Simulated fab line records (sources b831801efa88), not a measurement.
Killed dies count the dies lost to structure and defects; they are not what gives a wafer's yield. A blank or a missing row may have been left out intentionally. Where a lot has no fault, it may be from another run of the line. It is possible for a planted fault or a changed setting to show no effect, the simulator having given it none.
Chamber matching + flow sky130 + SKY_CAP2M_CVD_00 on pecvd-02: 3 sister chambers
The step deposits SiO2, target thk 15.5 nm. 16 wafers are shown with their chamber, then 8 later ones without.

## WAFERS PAIRED WITH THEIR CHAMBERS
| wafer  | chamber | heater power w (W) | rf fwd power W (W) |
|--------|---------|--------------------|--------------------|
| L079.1 | 0       | 623                | 443.1              |
| L079.3 | 2       | 544                | 441.7              |
| L079.6 | 1       | 632                | 443.6              |
| L080.1 | 0       | 624                | 440.9              |
| L080.4 | 2       | 536                | 441.5              |
| L080.5 | 0       | 615                | 440.9              |
| L082.2 | 0       | 652                | 441.2              |
| L082.5 | 1       | 723                | 440.5              |
| L082.6 | 2       | 633                | 440.9              |
| L085.3 | 1       | 739                | 443.6              |
| L085.4 | 0       | 674                | 443.6              |
| L085.6 | 1       | 728                | 444.9              |
| L093.1 | 2       | 652                | 442.2              |
| L093.4 | 2       | 640                | 444.7              |
| L093.5 | 1       | 653                | 442.7              |
| L094.3 | 0       | 570                | 443.2              |

SIGNATURES, as means of the wafers listed above
| reading        | chamber 0 | chamber 1 | chamber 2 | scatter within a chamber |
|----------------|-----------|-----------|-----------|--------------------------|
| heater power w | 626.33    | 695.00    | 601.00    | 46.7                     |
| rf fwd power W | 442.150   | 443.060   | 442.200   | 1.45                     |
Rule: a wafer lies at a distance from a chamber equal to the root of the sum of squares, over the readings, of (its reading less the chamber's mean, divided by the reading's scatter). The wafer belongs to the nearest chamber; if the next one is less than 2 further off, it can't be placed. The scatter: take each reading less its chamber's mean, square it, sum over the shown wafers, divide by the number of wafers less the number of chambers, and take the root.

## WAFERS MISSING THEIR CHAMBER
| wafer  | heater power w (W) | rf fwd power W (W) |
|--------|--------------------|--------------------|
| L094.5 | 715                | 442.6              |
| L094.6 | 573                | 444.2              |
| L096.1 | 618                | 441.7              |
| L096.2 | 569                | 444.5              |
| L096.3 | 768                | 443.2              |
| L097.2 | 646                | 441.3              |
| L097.4 | 598                | 441.0              |
| L097.5 | 624                | 443.0              |

## WHICH CHAMBER EACH ONE RAN IN
| wafer  | from the rows above          | in truth |
|--------|------------------------------|----------|
| L094.5 | can't be placed: 1 or 0 or 2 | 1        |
| L094.6 | can't be placed: 2 or 0 or 1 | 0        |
| L096.1 | can't be placed: 0 or 2 or 1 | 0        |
| L096.2 | can't be placed: 2 or 0 or 1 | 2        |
| L096.3 | can't be placed: 1 or 0      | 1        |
| L097.2 | can't be placed: 0 or 2 or 1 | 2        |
| L097.4 | can't be placed: 2 or 0 or 1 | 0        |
| L097.5 | can't be placed: 0 or 2 or 1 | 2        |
Correct placement for 0 of the 8. Cannot be placed on the basis of these rows: 8; the candidates contain the true chamber in 8. 0 placed wrongly.
